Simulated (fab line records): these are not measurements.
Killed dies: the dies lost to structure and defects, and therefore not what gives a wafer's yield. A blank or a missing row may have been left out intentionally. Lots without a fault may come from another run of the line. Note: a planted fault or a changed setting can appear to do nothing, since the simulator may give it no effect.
fab line records :: flow gf180mcu
record
  lots=5
  wafers=14
  last-day=33
route steps=602 shown V5@551
lots untouched by any fault: they come from a run of this same line in which no faults occurred
start-h: the number of hours between the record's first day and the start of the first shown wafer of the lot :: wait-h: how many hours have passed since the lot's step before this one :: " repeats the value in the row above :: L1.1+2: a single row standing in for several wafers :: - no value present, or no start provided :: * or withheld: withheld :: < > ~ a bound
route shown NAME@n: names a module that has steps shown in the file, with the first one's number in the route :: usual: average and standard deviation across the fault-free wafers :: same: alike in all rows :: chamber/n: place in a boat :: sites: readings site by site :: _std_site: the standard deviation of these :: _edge_site: the outer-site mean with the inner-site mean subtracted :: radius-mm: how far each site lies from the wafer's centre :: mask NAME#n: copy n :: behind: tool/chamber where the wafer was last shaped :: hold: why the lot was held/for how many hours/how that ended :: device: which transistor (n, p or np) failed to switch :: end of line: the route-end tests of the same wafers :: step lacking rows: just its recipe :: killed: dies lost to structure and defects at the first sort, not the wafer's yield :: map: the dies of a wafer, with x for killed, . for not killed, _ for no die there
set.NAME: the setting as run; set.NAME@STEP: as run at that earlier step :: model.NAME: the simulator's own value behind a step, which no gauge read
lots at some steps of the route; a table a step, a row a wafer
services: from which hour (start-h, from the record's first day; less than 0 if before it) a tool's chamber was out of use, for how many hours, and why
## steps
# step GF_V5_EXPOSE_11
# recipe
  mask-id=Via5
  target-cd-nm=260
  na=0.68
  source-shape=conventional
  sigma-outer=0.6
  dose-mj=38
# step GF_V5_PEB_12
# recipe
  peb-temp-c=135
  peb-time-s=90
  resist=KrF
# step GF_V5_DEVELOP_13
# recipe
  develop-time-s=60
  resist=KrF
  dev-temp-c=21
# step GF_V5_CD_MEAS_14
# recipe
  target-cd-nm=260
# usual
  cd-nm=260.1/1.2
lot.wafer: L267.3
tool: cd-sem-01
chamber: -
start-h: 631.67
wait-h: 0.1
cd-nm: 261.2

lot.wafer: L267.5
tool: cd-sem-01
chamber: -
start-h: 631.67
wait-h: 0.1
cd-nm: 260.7

lot.wafer: L267.6
tool: cd-sem-01
chamber: -
start-h: 631.67
wait-h: 0.1
cd-nm: 260.8

lot.wafer: L270.2
tool: cd-sem-01
chamber: -
start-h: 660.63
wait-h: 0.1
cd-nm: 261.1

lot.wafer: L270.4
tool: cd-sem-01
chamber: -
start-h: 660.63
wait-h: 0.1
cd-nm: 261.6

lot.wafer: L270.5
tool: cd-sem-01
chamber: -
start-h: 660.63
wait-h: 0.1
cd-nm: 261.0

lot.wafer: L277.3
tool: cd-sem-01
chamber: -
start-h: 707.86
wait-h: 0.1
cd-nm: 258.5

lot.wafer: L277.4
tool: cd-sem-01
chamber: -
start-h: 707.86
wait-h: 0.1
cd-nm: 259.0

lot.wafer: L283.3
tool: cd-sem-01
chamber: -
start-h: 750.41
wait-h: 0.1
cd-nm: 259.8

lot.wafer: L283.4
tool: cd-sem-01
chamber: -
start-h: 750.41
wait-h: 0.1
cd-nm: 260.4

lot.wafer: L283.5
tool: cd-sem-01
chamber: -
start-h: 750.41
wait-h: 0.1
cd-nm: 260.9

lot.wafer: L287.2
tool: cd-sem-01
chamber: -
start-h: 765.24
wait-h: 0.1
cd-nm: 258.0

lot.wafer: L287.5
tool: cd-sem-01
chamber: -
start-h: 765.24
wait-h: 0.1
cd-nm: 258.7

lot.wafer: L287.6
tool: cd-sem-01
chamber: -
start-h: 765.24
wait-h: 0.1
cd-nm: 258.9
# step GF_V5_OVL_MEAS_15
# usual
  V5_OVL=-5/6
lot.wafer: L267.3
tool: overlay-01
chamber: -
start-h: 631.76
wait-h: 0.1
V5_OVL[nm]: -7

lot.wafer: L267.5
tool: overlay-01
chamber: -
start-h: 631.76
wait-h: 0.1
V5_OVL[nm]: -19

lot.wafer: L267.6
tool: overlay-01
chamber: -
start-h: 631.76
wait-h: 0.1
V5_OVL[nm]: -3

lot.wafer: L270.2
tool: overlay-01
chamber: -
start-h: 660.73
wait-h: 0.1
V5_OVL[nm]: -2

lot.wafer: L270.4
tool: overlay-01
chamber: -
start-h: 660.73
wait-h: 0.1
V5_OVL[nm]: -6

lot.wafer: L270.5
tool: overlay-01
chamber: -
start-h: 660.73
wait-h: 0.1
V5_OVL[nm]: -6

lot.wafer: L277.3
tool: overlay-02
chamber: -
start-h: 707.95
wait-h: 0.1
V5_OVL[nm]: -10

lot.wafer: L277.4
tool: overlay-02
chamber: -
start-h: 707.95
wait-h: 0.1
V5_OVL[nm]: -3

lot.wafer: L283.3
tool: overlay-01
chamber: -
start-h: 750.50
wait-h: 0.1
V5_OVL[nm]: 0

lot.wafer: L283.4
tool: overlay-01
chamber: -
start-h: 750.50
wait-h: 0.1
V5_OVL[nm]: 0

lot.wafer: L283.5
tool: overlay-01
chamber: -
start-h: 750.50
wait-h: 0.1
V5_OVL[nm]: 9

lot.wafer: L287.2
tool: overlay-01
chamber: -
start-h: 765.34
wait-h: 0.1
V5_OVL[nm]: -13

lot.wafer: L287.5
tool: overlay-01
chamber: -
start-h: 765.34
wait-h: 0.1
V5_OVL[nm]: 0

lot.wafer: L287.6
tool: overlay-01
chamber: -
start-h: 765.34
wait-h: 0.1
V5_OVL[nm]: -6
# step GF_V5_ETCH_16
# recipe
  chemistry=N2/H2
  target-depth-a=withheld
  overetch-a=withheld
  time-s=withheld
  target=BARC
  ion-energy-ev=200
  source-w=500
  bias-w=100
  pressure-mtorr=30
  n2-flow-sccm=100
  h2-flow-sccm=200
# usual
  drypump-motor-current-A=5.7/0.59
  oes-product-au=0.856/0.0047
  throttle-valve-pct=13.225/0.0092
lot.wafer: L267.3
tool: rie-diel-02
chamber: 2
start-h: 631.79
wait-h: 0.0
drypump-motor-current-A: 5.3
oes-product-au: 0.857
throttle-valve-pct: 13.220

lot.wafer: L267.5
tool: rie-diel-02
chamber: 3
start-h: 631.79
wait-h: 0.0
drypump-motor-current-A: 5.0
oes-product-au: 0.858
throttle-valve-pct: 13.229

lot.wafer: L267.6
tool: rie-diel-02
chamber: 2
start-h: 631.79
wait-h: 0.0
drypump-motor-current-A: 5.3
oes-product-au: 0.856
throttle-valve-pct: 13.218

lot.wafer: L270.2
tool: rie-diel-01
chamber: 3
start-h: 660.76
wait-h: 0.0
drypump-motor-current-A: 4.9
oes-product-au: 0.849
throttle-valve-pct: 13.233

lot.wafer: L270.4
tool: rie-diel-01
chamber: 0
start-h: 660.76
wait-h: 0.0
drypump-motor-current-A: 6.4
oes-product-au: 0.855
throttle-valve-pct: 13.232

lot.wafer: L270.5
tool: rie-diel-01
chamber: 0
start-h: 660.76
wait-h: 0.0
drypump-motor-current-A: 6.4
oes-product-au: 0.857
throttle-valve-pct: 13.229

lot.wafer: L277.3
tool: rie-diel-02
chamber: 3
start-h: 707.97
wait-h: 0.0
drypump-motor-current-A: 5.0
oes-product-au: 0.859
throttle-valve-pct: 13.225

lot.wafer: L277.4
tool: rie-diel-02
chamber: 2
start-h: 707.97
wait-h: 0.0
drypump-motor-current-A: 5.3
oes-product-au: 0.858
throttle-valve-pct: 13.246

lot.wafer: L283.3
tool: rie-diel-02
chamber: 1
start-h: 750.52
wait-h: 0.0
drypump-motor-current-A: 5.9
oes-product-au: 0.850
throttle-valve-pct: 13.222

lot.wafer: L283.4
tool: rie-diel-02
chamber: 3
start-h: 750.52
wait-h: 0.0
drypump-motor-current-A: 5.0
oes-product-au: 0.854
throttle-valve-pct: 13.232

lot.wafer: L283.5
tool: rie-diel-02
chamber: 2
start-h: 750.52
wait-h: 0.0
drypump-motor-current-A: 5.3
oes-product-au: 0.851
throttle-valve-pct: 13.239

lot.wafer: L287.2
tool: rie-diel-01
chamber: 3
start-h: 765.37
wait-h: 0.0
drypump-motor-current-A: 4.8
oes-product-au: 0.862
throttle-valve-pct: 13.222

lot.wafer: L287.5
tool: rie-diel-01
chamber: 0
start-h: 765.37
wait-h: 0.0
drypump-motor-current-A: 6.4
oes-product-au: 0.858
throttle-valve-pct: 13.227

lot.wafer: L287.6
tool: rie-diel-01
chamber: 3
start-h: 765.37
wait-h: 0.0
drypump-motor-current-A: 4.8
oes-product-au: 0.854
throttle-valve-pct: 13.224
# step GF_V5_ETCH_17
# recipe
  chemistry=C4F8/O2/Ar
  mask-material=KrF
  target=SiO2
  stop-on=TiN
  source-w=1500
  bias-w=1200
  pressure-mtorr=40
  c4f8-flow-sccm=withheld
  O2_flow_sccm=6
  Ar_flow_sccm=300
  time-s=withheld
  target-depth-a=8550
# usual
  oes-product-au=0.860/0.0045
lot.wafer: L267.3
tool: rie-diel-02
chamber: 2
start-h: -
wait-h: -
oes-product-au: 0.856

lot.wafer: L267.5
tool: rie-diel-02
chamber: 3
start-h: -
wait-h: -
oes-product-au: 0.857

lot.wafer: L267.6
tool: rie-diel-02
chamber: 2
start-h: -
wait-h: -
oes-product-au: 0.857

lot.wafer: L270.2
tool: rie-diel-01
chamber: 3
start-h: -
wait-h: -
oes-product-au: 0.863

lot.wafer: L270.4
tool: rie-diel-01
chamber: 0
start-h: -
wait-h: -
oes-product-au: 0.850

lot.wafer: L270.5
tool: rie-diel-01
chamber: 0
start-h: -
wait-h: -
oes-product-au: 0.842

lot.wafer: L277.3
tool: rie-diel-02
chamber: 3
start-h: -
wait-h: -
oes-product-au: 0.867

lot.wafer: L277.4
tool: rie-diel-02
chamber: 2
start-h: -
wait-h: -
oes-product-au: 0.858

lot.wafer: L283.3
tool: rie-diel-02
chamber: 1
start-h: -
wait-h: -
oes-product-au: 0.861

lot.wafer: L283.4
tool: rie-diel-02
chamber: 3
start-h: -
wait-h: -
oes-product-au: 0.861

lot.wafer: L283.5
tool: rie-diel-02
chamber: 2
start-h: -
wait-h: -
oes-product-au: 0.872

lot.wafer: L287.2
tool: rie-diel-01
chamber: 3
start-h: -
wait-h: -
oes-product-au: 0.859

lot.wafer: L287.5
tool: rie-diel-01
chamber: 0
start-h: -
wait-h: -
oes-product-au: 0.860

lot.wafer: L287.6
tool: rie-diel-01
chamber: 3
start-h: -
wait-h: -
oes-product-au: 0.869
# step GF_V5_STRIP_18
# recipe
  chemistry=O2/N2
  power-w=1400
  pressure-mtorr=1500
  platen-temp-c=250
  o2-flow-sccm=3000
  n2-flow-sccm=300
  overash-fraction=0.5
# usual
  drypump-motor-current-A=5.8/0.46
  heater-power-w=358/22
  oes-product-au=0.568/0.005
lot.wafer: L267.3
tool: plasma-asher-03
chamber: 1
start-h: 631.97
wait-h: -
drypump-motor-current-A: 5.8
heater-power-w: 361
oes-product-au: 0.561
rf-hours-counter-h: -

lot.wafer: L267.5
tool: plasma-asher-03
chamber: 0
start-h: 631.97
wait-h: -
drypump-motor-current-A: 6.4
heater-power-w: 377
oes-product-au: 0.567
rf-hours-counter-h: -

lot.wafer: L267.6
tool: plasma-asher-03
chamber: 1
start-h: 631.97
wait-h: -
drypump-motor-current-A: 5.8
heater-power-w: 349
oes-product-au: 0.562
rf-hours-counter-h: -

lot.wafer: L270.2
tool: plasma-asher-02
chamber: 1
start-h: 660.91
wait-h: -
drypump-motor-current-A: 4.9
heater-power-w: 377
oes-product-au: 0.570
rf-hours-counter-h: 55

lot.wafer: L270.4
tool: plasma-asher-02
chamber: 1
start-h: 660.91
wait-h: -
drypump-motor-current-A: 4.9
heater-power-w: 371
oes-product-au: 0.563
rf-hours-counter-h: -

lot.wafer: L270.5
tool: plasma-asher-02
chamber: 0
start-h: 660.91
wait-h: -
drypump-motor-current-A: 6.0
heater-power-w: 358
oes-product-au: 0.573
rf-hours-counter-h: -

lot.wafer: L277.3
tool: plasma-asher-01
chamber: 0
start-h: 708.16
wait-h: -
drypump-motor-current-A: 5.7
heater-power-w: 384
oes-product-au: 0.573
rf-hours-counter-h: -

lot.wafer: L277.4
tool: plasma-asher-01
chamber: 1
start-h: 708.16
wait-h: -
drypump-motor-current-A: 5.5
heater-power-w: 320
oes-product-au: 0.564
rf-hours-counter-h: -

lot.wafer: L283.3
tool: plasma-asher-03
chamber: 1
start-h: 750.71
wait-h: -
drypump-motor-current-A: 5.8
heater-power-w: 352
oes-product-au: 0.567
rf-hours-counter-h: -

lot.wafer: L283.4
tool: plasma-asher-03
chamber: 0
start-h: 750.71
wait-h: -
drypump-motor-current-A: 6.4
heater-power-w: 362
oes-product-au: 0.572
rf-hours-counter-h: -

lot.wafer: L283.5
tool: plasma-asher-03
chamber: 0
start-h: 750.71
wait-h: -
drypump-motor-current-A: 6.4
heater-power-w: 381
oes-product-au: 0.560
rf-hours-counter-h: -

lot.wafer: L287.2
tool: plasma-asher-02
chamber: 1
start-h: 765.53
wait-h: -
drypump-motor-current-A: 4.9
heater-power-w: 378
oes-product-au: 0.563
rf-hours-counter-h: 66

lot.wafer: L287.5
tool: plasma-asher-02
chamber: 0
start-h: 765.53
wait-h: -
drypump-motor-current-A: 6.0
heater-power-w: 355
oes-product-au: 0.567
rf-hours-counter-h: -

lot.wafer: L287.6
tool: plasma-asher-02
chamber: 1
start-h: 765.53
wait-h: -
drypump-motor-current-A: 4.9
heater-power-w: 372
oes-product-au: 0.575
rf-hours-counter-h: -
# step GF_V5_STRIP_19
# recipe
  chemistry=post-etch-residue-remover
  time-s=1200
  temp-c=72.5
# step GF_V5_CLEAN_20
# recipe
  chemistry=DIW
  dry=n2-spin
# step GF_V5_SPUTTER_21
# recipe
  material=Ti
  target-thk-nm=15
  chamber-pressure-pa=5
  power-w=2500
  substrate-temp-c=200
  time-s=80.02
# usual
  substrate-temp-c=200.00/0.16
  throttle-valve-pct=29.9/1.3
# same
  time-s=80.02
lot.wafer: L267.3
tool: pvd-sputter-02
chamber: -
start-h: 632.51
wait-h: 0.0
substrate-temp-c: 200.24
throttle-valve-pct: 28.5

lot.wafer: L267.5
tool: pvd-sputter-02
chamber: -
start-h: 632.51
wait-h: 0.0
substrate-temp-c: 200.02
throttle-valve-pct: 28.6

lot.wafer: L267.6
tool: pvd-sputter-02
chamber: -
start-h: 632.51
wait-h: 0.0
substrate-temp-c: 200.11
throttle-valve-pct: 31.9

lot.wafer: L270.2
tool: pvd-sputter-03
chamber: -
start-h: 661.48
wait-h: 0.0
substrate-temp-c: 200.09
throttle-valve-pct: 29.3

lot.wafer: L270.4
tool: pvd-sputter-03
chamber: -
start-h: 661.48
wait-h: 0.0
substrate-temp-c: 200.08
throttle-valve-pct: 29.2

lot.wafer: L270.5
tool: pvd-sputter-03
chamber: -
start-h: 661.48
wait-h: 0.0
substrate-temp-c: 200.14
throttle-valve-pct: 29.4

lot.wafer: L277.3
tool: pvd-sputter-03
chamber: -
start-h: 708.73
wait-h: 0.0
substrate-temp-c: 199.83
throttle-valve-pct: 29.5

lot.wafer: L277.4
tool: pvd-sputter-03
chamber: -
start-h: 708.73
wait-h: 0.0
substrate-temp-c: 199.67
throttle-valve-pct: 30.4

lot.wafer: L283.3
tool: pvd-sputter-02
chamber: -
start-h: 751.25
wait-h: 0.0
substrate-temp-c: 200.22
throttle-valve-pct: 28.4

lot.wafer: L283.4
tool: pvd-sputter-02
chamber: -
start-h: 751.25
wait-h: 0.0
substrate-temp-c: 199.93
throttle-valve-pct: 31.4

lot.wafer: L283.5
tool: pvd-sputter-02
chamber: -
start-h: 751.25
wait-h: 0.0
substrate-temp-c: 200.34
throttle-valve-pct: 28.4

lot.wafer: L287.2
tool: pvd-sputter-03
chamber: -
start-h: 766.06
wait-h: 0.0
substrate-temp-c: 199.97
throttle-valve-pct: 29.1

lot.wafer: L287.5
tool: pvd-sputter-03
chamber: -
start-h: 766.06
wait-h: 0.0
substrate-temp-c: 199.86
throttle-valve-pct: 29.4

lot.wafer: L287.6
tool: pvd-sputter-03
chamber: -
start-h: 766.06
wait-h: 0.0
substrate-temp-c: 199.88
throttle-valve-pct: 29.5
# step GF_V5_SPUTTER_22
# recipe
  material=TiN
  target-thk-nm=10
  chamber-pressure-pa=5
  power-w=4000
  time-s=40
# step GF_V5_CVD_23
# recipe
  material=W
  target-thk-nm=350
  time-s=104.9
  temp-c=400
  pressure-torr=40
# usual
  heater-power-outer-w=535/17
  heater-power-w=870/35
lot.wafer: L267.3
tool: cvd-w-01
chamber: 1
start-h: 632.65
wait-h: 0.1
heater-power-outer-w: 542
heater-power-w: 886
model.W_of_V5_CVD_23.thk-nm: 343.2

lot.wafer: L267.5
tool: cvd-w-01
chamber: 0
start-h: 632.65
wait-h: 0.1
heater-power-outer-w: 516
heater-power-w: 794
model.W_of_V5_CVD_23.thk-nm: 351.9

lot.wafer: L267.6
tool: cvd-w-01
chamber: 1
start-h: 632.65
wait-h: 0.1
heater-power-outer-w: 550
heater-power-w: 884
model.W_of_V5_CVD_23.thk-nm: 344.9

lot.wafer: L270.2
tool: cvd-w-02
chamber: 1
start-h: 661.58
wait-h: 0.0
heater-power-outer-w: 516
heater-power-w: 889
model.W_of_V5_CVD_23.thk-nm: 344.3

lot.wafer: L270.4
tool: cvd-w-02
chamber: 0
start-h: 661.58
wait-h: 0.0
heater-power-outer-w: 558
heater-power-w: 885
model.W_of_V5_CVD_23.thk-nm: 356.5

lot.wafer: L270.5
tool: cvd-w-02
chamber: 1
start-h: 661.58
wait-h: 0.0
heater-power-outer-w: 521
heater-power-w: 881
model.W_of_V5_CVD_23.thk-nm: 348.2

lot.wafer: L277.3
tool: cvd-w-02
chamber: 0
start-h: 708.87
wait-h: 0.1
heater-power-outer-w: 553
heater-power-w: 881
model.W_of_V5_CVD_23.thk-nm: 361.2

lot.wafer: L277.4
tool: cvd-w-02
chamber: 1
start-h: 708.87
wait-h: 0.1
heater-power-outer-w: 520
heater-power-w: 879
model.W_of_V5_CVD_23.thk-nm: 345.7

lot.wafer: L283.3
tool: cvd-w-01
chamber: 0
start-h: 751.39
wait-h: 0.1
heater-power-outer-w: 492
heater-power-w: 792
model.W_of_V5_CVD_23.thk-nm: 346.9

lot.wafer: L283.4
tool: cvd-w-01
chamber: 1
start-h: 751.39
wait-h: 0.1
heater-power-outer-w: 539
heater-power-w: 888
model.W_of_V5_CVD_23.thk-nm: 341.2

lot.wafer: L283.5
tool: cvd-w-01
chamber: 1
start-h: 751.39
wait-h: 0.1
heater-power-outer-w: 557
heater-power-w: 911
model.W_of_V5_CVD_23.thk-nm: 343.5

lot.wafer: L287.2
tool: cvd-w-02
chamber: 1
start-h: 766.16
wait-h: 0.0
heater-power-outer-w: 531
heater-power-w: 903
model.W_of_V5_CVD_23.thk-nm: 344.5

lot.wafer: L287.5
tool: cvd-w-02
chamber: 1
start-h: 766.16
wait-h: 0.0
heater-power-outer-w: 534
heater-power-w: 901
model.W_of_V5_CVD_23.thk-nm: 351.3

lot.wafer: L287.6
tool: cvd-w-02
chamber: 0
start-h: 766.16
wait-h: 0.0
heater-power-outer-w: 564
heater-power-w: 903
model.W_of_V5_CVD_23.thk-nm: 355.8
# step GF_V5_RS_MEAS_24
# recipe
  thk-meas-gauge=four-point-probe
  reads=W_of_V5_CVD_23+TiN_of_V5_SPUTTER_22+Ti_of_V5_SPUTTER_21
# usual
  V5_W_RS=0.329/0.0045
lot.wafer: L267.3
tool: film-metro-01
chamber: -
start-h: 632.77
wait-h: 0.1
V5_W_RS[ohm/sq]: 0.333

lot.wafer: L267.5
tool: film-metro-01
chamber: -
start-h: 632.77
wait-h: 0.1
V5_W_RS[ohm/sq]: 0.326

lot.wafer: L267.6
tool: film-metro-01
chamber: -
start-h: 632.77
wait-h: 0.1
V5_W_RS[ohm/sq]: 0.332

lot.wafer: L270.2
tool: film-metro-03
chamber: -
start-h: 661.71
wait-h: 0.1
V5_W_RS[ohm/sq]: 0.332

lot.wafer: L270.4
tool: film-metro-03
chamber: -
start-h: 661.71
wait-h: 0.1
V5_W_RS[ohm/sq]: 0.322

lot.wafer: L270.5
tool: film-metro-03
chamber: -
start-h: 661.71
wait-h: 0.1
V5_W_RS[ohm/sq]: 0.329

lot.wafer: L277.3
tool: film-metro-04
chamber: -
start-h: 708.99
wait-h: 0.1
V5_W_RS[ohm/sq]: 0.318

lot.wafer: L277.4
tool: film-metro-04
chamber: -
start-h: 708.99
wait-h: 0.1
V5_W_RS[ohm/sq]: 0.332

lot.wafer: L283.3
tool: film-metro-04
chamber: -
start-h: 751.50
wait-h: 0.1
V5_W_RS[ohm/sq]: 0.330

lot.wafer: L283.4
tool: film-metro-04
chamber: -
start-h: 751.50
wait-h: 0.1
V5_W_RS[ohm/sq]: 0.336

lot.wafer: L283.5
tool: film-metro-04
chamber: -
start-h: 751.50
wait-h: 0.1
V5_W_RS[ohm/sq]: 0.335

lot.wafer: L287.2
tool: film-metro-03
chamber: -
start-h: 766.29
wait-h: 0.1
V5_W_RS[ohm/sq]: 0.332

lot.wafer: L287.5
tool: film-metro-03
chamber: -
start-h: 766.29
wait-h: 0.1
V5_W_RS[ohm/sq]: 0.325

lot.wafer: L287.6
tool: film-metro-03
chamber: -
start-h: 766.29
wait-h: 0.1
V5_W_RS[ohm/sq]: 0.322
# step GF_V5_THK_MEAS_25
# recipe
  thk-meas-gauge=xrf
  reads=W_of_V5_CVD_23
# usual
  V5_W_THK=351/5.2
lot.wafer: L267.3
tool: film-metro-01
chamber: -
start-h: 632.87
wait-h: 0.1
V5_W_THK[nm]: 345

lot.wafer: L267.5
tool: film-metro-01
chamber: -
start-h: 632.87
wait-h: 0.1
V5_W_THK[nm]: 356

lot.wafer: L267.6
tool: film-metro-01
chamber: -
start-h: 632.87
wait-h: 0.1
V5_W_THK[nm]: 350

lot.wafer: L270.2
tool: film-metro-03
chamber: -
start-h: 661.82
wait-h: 0.1
V5_W_THK[nm]: 348

lot.wafer: L270.4
tool: film-metro-03
chamber: -
start-h: 661.82
wait-h: 0.1
V5_W_THK[nm]: 360

lot.wafer: L270.5
tool: film-metro-03
chamber: -
start-h: 661.82
wait-h: 0.1
V5_W_THK[nm]: 350

lot.wafer: L277.3
tool: film-metro-04
chamber: -
start-h: 709.09
wait-h: 0.1
V5_W_THK[nm]: 367

lot.wafer: L277.4
tool: film-metro-04
chamber: -
start-h: 709.09
wait-h: 0.1
V5_W_THK[nm]: 350

lot.wafer: L283.3
tool: film-metro-04
chamber: -
start-h: 751.60
wait-h: 0.1
V5_W_THK[nm]: 351

lot.wafer: L283.4
tool: film-metro-04
chamber: -
start-h: 751.60
wait-h: 0.1
V5_W_THK[nm]: 346

lot.wafer: L283.5
tool: film-metro-04
chamber: -
start-h: 751.60
wait-h: 0.1
V5_W_THK[nm]: 350

lot.wafer: L287.2
tool: film-metro-03
chamber: -
start-h: 766.40
wait-h: 0.1
V5_W_THK[nm]: 347

lot.wafer: L287.5
tool: film-metro-03
chamber: -
start-h: 766.40
wait-h: 0.1
V5_W_THK[nm]: 353

lot.wafer: L287.6
tool: film-metro-03
chamber: -
start-h: 766.40
wait-h: 0.1
V5_W_THK[nm]: 358
# step GF_V5_CMP_26
# recipe
  stop-on=SiO2
  down-force-psi=3.5
  platen-rpm=60
  t-overpolish-s=15
  target-thk-nm=0
  pad-velocity-m-s=0.94248
# usual
  motor-current-A=11.4/1.5
  overpolish-run-s=15.000/0.0094
  time-to-endpoint-s=86/3.6
lot.wafer: L267.3
tool: cmp-01
chamber: 2
start-h: 633.06
wait-h: 0.2
motor-current-A: 12.4
overpolish-run-s: 14.992
time-to-endpoint-s: 81

lot.wafer: L267.5
tool: cmp-01
chamber: 3
start-h: 633.06
wait-h: 0.2
motor-current-A: 8.6
overpolish-run-s: 14.999
time-to-endpoint-s: 85

lot.wafer: L267.6
tool: cmp-01
chamber: 0
start-h: 633.06
wait-h: 0.2
motor-current-A: 12.6
overpolish-run-s: 15.008
time-to-endpoint-s: 82

lot.wafer: L270.4
tool: cmp-02
chamber: 2
start-h: 661.97
wait-h: 0.1
motor-current-A: 10.1
overpolish-run-s: 14.991
time-to-endpoint-s: 89

lot.wafer: L270.2
tool: cmp-02
chamber: 3
start-h: 661.97
wait-h: 0.1
motor-current-A: 12.6
overpolish-run-s: 14.980
time-to-endpoint-s: 85

lot.wafer: L270.5
tool: cmp-02
chamber: 1
start-h: 661.97
wait-h: 0.1
motor-current-A: 10.6
overpolish-run-s: 15.003
time-to-endpoint-s: 86

lot.wafer: L277.3
tool: cmp-01
chamber: 0
start-h: 709.13
wait-h: 0.0
motor-current-A: 12.4
overpolish-run-s: 14.991
time-to-endpoint-s: 94

lot.wafer: L277.4
tool: cmp-01
chamber: 2
start-h: 709.13
wait-h: 0.0
motor-current-A: 13.0
overpolish-run-s: 14.999
time-to-endpoint-s: 83

lot.wafer: L283.3
tool: cmp-01
chamber: 3
start-h: 751.64
wait-h: 0.0
motor-current-A: 9.0
overpolish-run-s: 15.000
time-to-endpoint-s: 86

lot.wafer: L283.4
tool: cmp-01
chamber: 1
start-h: 751.64
wait-h: 0.0
motor-current-A: 11.5
overpolish-run-s: 15.013
time-to-endpoint-s: 81

lot.wafer: L283.5
tool: cmp-01
chamber: 3
start-h: 751.64
wait-h: 0.0
motor-current-A: 8.1
overpolish-run-s: 15.003
time-to-endpoint-s: 85

lot.wafer: L287.2
tool: cmp-02
chamber: 2
start-h: 766.64
wait-h: 0.2
motor-current-A: 10.8
overpolish-run-s: 15.004
time-to-endpoint-s: 84

lot.wafer: L287.6
tool: cmp-02
chamber: 3
start-h: 766.64
wait-h: 0.2
motor-current-A: 12.9
overpolish-run-s: 15.008
time-to-endpoint-s: 86

lot.wafer: L287.5
tool: cmp-02
chamber: 0
start-h: 766.64
wait-h: 0.2
motor-current-A: 11.9
overpolish-run-s: 14.985
time-to-endpoint-s: 86
## services
tool: pvd-sputter-03
chamber: -
start-h: 619.39
hours: 2.6
kind: repair

tool: cmp-01
chamber: -
start-h: 621.50
hours: 3.0
kind: repair

tool: cmp-02
chamber: -
start-h: 625.42
hours: 2.4
kind: repair

tool: cmp-01
chamber: -
start-h: 628.74
hours: 1.9
kind: repair

tool: cmp-02
chamber: -
start-h: 631.51
hours: 4.5
kind: pm

tool: rie-diel-01
chamber: 1
start-h: 633.53
hours: 10.9
kind: repair

tool: cmp-02
chamber: -
start-h: 636.65
hours: 1.3
kind: repair

tool: cmp-01
chamber: -
start-h: 638.75
hours: 0.9
kind: repair

tool: cmp-02
chamber: -
start-h: 659.75
hours: 0.6
kind: repair

tool: pvd-sputter-02
chamber: -
start-h: 668.24
hours: 8.0
kind: repair

tool: rie-diel-01
chamber: 2
start-h: 683.61
hours: 4.9
kind: repair

tool: rie-diel-01
chamber: 1
start-h: 690.57
hours: -
kind: clean

tool: rie-diel-01
chamber: 1
start-h: 690.57
hours: 17.5
kind: scheduled-down

tool: rie-diel-01
chamber: 1
start-h: 690.57
hours: 17.5
kind: vent-cycle

tool: cmp-02
chamber: -
start-h: 700.60
hours: 0.8
kind: repair

tool: cmp-02
chamber: -
start-h: 711.76
hours: 0.4
kind: repair

tool: cmp-01
chamber: -
start-h: 732.71
hours: 4.0
kind: pm

tool: rie-diel-02
chamber: 0
start-h: 737.55
hours: -
kind: clean

tool: rie-diel-02
chamber: 0
start-h: 737.55
hours: 21.9
kind: scheduled-down

tool: rie-diel-02
chamber: 0
start-h: 737.55
hours: 21.9
kind: vent-cycle

tool: cmp-02
chamber: -
start-h: 745.26
hours: 4.0
kind: pm

tool: pvd-sputter-02
chamber: -
start-h: 746.84
hours: 4.1
kind: repair

tool: cvd-w-02
chamber: -
start-h: 747.17
hours: 1.1
kind: repair

tool: cmp-01
chamber: -
start-h: 766.42
hours: 1.3
kind: repair
## key
first-sign
  step=GF_V5_THK_MEAS_25
  reading=V5_W_THK
  direction=up
  sigmas=3
  usual=351
  struck=367
effect none on later readings
model-effect
  step=GF_V5_CVD_23
  value=W_of_V5_CVD_23.thk-nm
  without=348.6
  struck=361.2
met-at GF_V5_CVD_23
struck-wafers L277.3
onset-between 661.58 708.87
fault
  kind=process-parameter-drift
  tool=cvd-w-02
  chamber=-
  onset-h=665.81
  steps=GF_V5_CVD_23
  channel=target-thk-nm
  offset=12.512
  shape=step
  end-h=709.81
  scope=struck-wafers-only
  acts-in=these-recipes-only
  stated=350
